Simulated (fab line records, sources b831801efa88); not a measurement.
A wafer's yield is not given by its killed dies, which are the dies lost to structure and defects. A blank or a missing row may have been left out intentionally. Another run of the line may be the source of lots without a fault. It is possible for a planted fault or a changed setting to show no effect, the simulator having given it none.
Problem report in the 8D (eight disciplines) form, filled by code + flow gf180mcu + the parts of the form that need people (team, actions taken, sign-off) are left out

1. THE PROBLEM
Mean LVPWELL_RS at GF_VT_IMPLANT_RS_MEAS_48: 1178 ohm/sq over 6 wafers in 2 lots; fault-free wafers: 1199 ohm/sq, standard deviation 3.1. Relative to the usual mean, that is a shift of -6.6 standard deviations.
The step: measures by four-point-probe.
First seen on wafer L196.1, day 12 13:58, on film_metro-04. The record has a number at this step for 36 wafers belonging to 12 lots. Rule for "out" (also "out of limits"): further than 4 standard deviations from the usual mean. All remaining wafers that have a number are taken as sound.

2. WHAT IT IS AND WHAT IT IS NOT
| question                    | is                     | is not                                                                    |
|-----------------------------|------------------------|---------------------------------------------------------------------------|
| which readings at this step | LVPWELL_RS             | -                                                                         |
| which lots                  | L196, L199             | L178, L180, L182, L183, L188, L189, L190, L192, L197, L201                |
| which wafers of those lots  | all that have a number | -                                                                         |
| read on which gauges        | film_metro-04          | film_metro-01, film_metro-03                                              |
| when                        | from day 12 13:58      | up to then (24 sound wafers); but 6 sound wafers of L197, L201 came after |

3. THE SUSPECTS, EACH WITH WHAT RULES IT OUT
Counting: a tool stays on the suspect list if, at a process step up to the reading, it processed all lots that are out and no sound lot following the first of them.
- the gauge at GF_VT_IMPLANT_RS_MEAS_48 has been ruled out. All the wafers that are out were read on film_metro-04, but those of them that GF_LVPWELL_IMPLANT_09 has rows for are out there too, on other tools.
- implanter-04 at GF_LVPWELL_IMPLANT_09: kept. It processed each lot that is out, first L196 at day 8 02:28, and no sound lot thereafter; up to then, the last sound lot it processed was L183 at day 5 01:19. Out on those wafers are its own readings of dose_ions_cm2.
After counting, what remains is implanter-04 at GF_LVPWELL_IMPLANT_09.

4. THE CAUSE (what the simulator had put in)
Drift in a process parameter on implanter-04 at GF_LVPWELL_IMPLANT_09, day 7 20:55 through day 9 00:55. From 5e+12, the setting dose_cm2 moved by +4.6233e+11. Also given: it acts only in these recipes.
Only this tool survived the counting.

5. THE CHAIN OF EFFECTS, in route order
One row per reading whose mean, taken over the struck wafers that have a number, lies over 3 standard deviations from the usual. Only readings for which the record gives a usual standard deviation are gone through. hours: the time from each lot's start at the first step in this table that gives one to its start at this step, as a median over the lots. sigmas: the change in usual standard deviations.
| hours | step                     | reading            | usual       | on struck wafers | change     | sigmas |
|-------|--------------------------|--------------------|-------------|------------------|------------|--------|
| 0     | GF_LVPWELL_IMPLANT_09    | dose_ions_cm2      | 5.001e+12   | 5.462e+12        | +4.607e+11 | +79    |
| 0     | GF_LVPWELL_IMPLANT_09    | faraday_current_uA | 28.3        | 30.9             | +2.6       | +4.2   |
| 109   | GF_VT_IMPLANT_RS_MEAS_48 | LVPWELL_RS         | 1199 ohm/sq | 1178             | -20        | -6.6   |
Here are the process steps it includes:
- GF_LVPWELL_IMPLANT_09
Later steps that measure or inspect, where all struck wafers having a row at the step show a number for every such reading and not one has moved that far: GF_VT_IMPLANT_RS_MEAS_49.

6. HOW IT WOULD HAVE BEEN CAUGHT EARLIER
113 hours passed between the start of the fault at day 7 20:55 and the first reading out of limits at a measuring or inspecting step in this record, taken at day 12 13:58.
Tool's own readings at GF_LVPWELL_IMPLANT_09, dose_ions_cm2: out on all struck wafers the step has rows for; an alarm limit on them would have tripped on the first.
By day 12 13:58, every lot that is out (2) had started GF_LVPWELL_IMPLANT_09 on implanter-04. None of them would have been spared by holding the tool at that moment.
